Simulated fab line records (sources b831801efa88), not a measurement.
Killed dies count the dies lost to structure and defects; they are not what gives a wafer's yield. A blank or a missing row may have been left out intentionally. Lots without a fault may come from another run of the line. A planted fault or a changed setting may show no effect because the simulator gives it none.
Comparing a struck lot with a sound one -- flow gf180mcu -- 17 steps out of a route of 602
Sound: wafers L600.1, L600.3, L600.5. The struck wafers were L606.2, L606.4, L606.6. The cause is named last.
Order at every step that has rows: each side's tool, ch and its chambers, its first start. Under that, the readings that differ: sound wafers -- struck wafers -- difference of the means -- sigmas: that difference in standard deviations of wafers without a fault.
alike: same words and numbers on both sides, and readings whose means sit less than 2 such deviations apart. not compared: any withheld reading, any reading some wafer has no value for, any bound like >300 that may hide the same value, and any number with overlapping values for which the record gives no deviation.
The two part at a step that has a row with sigmas, a row that says differs or no value, or rows on one side only. When numbers do not overlap yet have no deviation, they are printed without sigmas and do not part them. A reading missing from all wafers of one side parts the sides only when that side holds two or more wafers.

GF_VT_IMPLANT_OVL_MEAS_18:
  sound on overlay-01, day 8 01:04; struck on overlay-01, day 9 15:44
  alike: VT_IMPLANT_01_OVL
following that, these wafers have no rows for 1 step: GF_VT_IMPLANT_IMPLANT_19.
GF_VT_IMPLANT_STRIP_20: strips in O2/N2.
  sound on plasma asher-01 ch 0,1, day 8 01:16; struck on plasma asher-01 ch 1, day 9 15:55
  alike: drypump motor current A, heater power w, oes product au, strip time to endpoint s
  not compared: rf hours counter h
GF_VT_IMPLANT_TW_MEAS_21:
  sound on film metro-04, day 8 01:28; struck on film metro-03, day 9 16:02
  alike: VT_IMPLANT_2_TW
then, 7 steps without rows for these wafers: GF_VT_IMPLANT_DEHYDRATE_22 (time 60 s); GF_VT_IMPLANT_HMDS_23 (prime time 60 s); GF_VT_IMPLANT_COAT_24 (resist thk 1000 nm); GF_VT_IMPLANT_SOFTBAKE_25 (time 60 s); GF_VT_IMPLANT_EXPOSE_26 (exposes mask LVPWELL HV AREA, target cd 860 nm); GF_VT_IMPLANT_PEB_27; GF_VT_IMPLANT_DEVELOP_28 (develop time 60 s).
GF_VT_IMPLANT_OVL_MEAS_29:
  sound on overlay-02, day 8 17:43; struck on overlay-01, day 10 10:02
  alike: VT_IMPLANT_02_OVL
GF_VT_IMPLANT_IMPLANT_30:
  sound on implanter-02 ch 0, day 8 17:46; struck on implanter-02 ch 0, day 10 10:05
reading,sound,struck,difference,sigmas
implant ion amu,11 11 11,31 31 31,+20,
model.implant.rp nm (nm),81.16 81.16 81.16,32.55 32.55 32.55,-48.61,
model.implant.drp nm (nm),35.62 35.62 35.62,14.84 14.84 14.84,-20.78,
  alike: beam energy keV, end station pressure torr
GF_VT_IMPLANT_STRIP_31: strips in O2/N2.
  sound on plasma asher-04 ch 0,1, day 8 17:55; struck on plasma asher-01 ch 0,1, day 10 10:13
  alike: drypump motor current A, heater power w, oes product au, strip time to endpoint s
  not compared: rf hours counter h
GF_VT_IMPLANT_TW_MEAS_32:
  sound on film metro-03, day 8 18:01; struck on film metro-04, day 10 10:19
reading,sound,struck,difference,sigmas
VT_IMPLANT_3_TW,270 271 269,514 515 511,+243,+74
then, 1 step without rows for these wafers: GF_VT_IMPLANT_DEHYDRATE_33 (time 60 s).
GF_PASSIVATION_PROBE_99:
  rows exist in the record for the sound wafers here (prober-01, day 31 01:13), none for the struck ones

## WHERE THEY PART
Last at GF_PASSIVATION_PROBE_99 as far as this record goes, first at GF_VT_IMPLANT_TW_MEAS_32.

WHY: whatever the simulator had introduced
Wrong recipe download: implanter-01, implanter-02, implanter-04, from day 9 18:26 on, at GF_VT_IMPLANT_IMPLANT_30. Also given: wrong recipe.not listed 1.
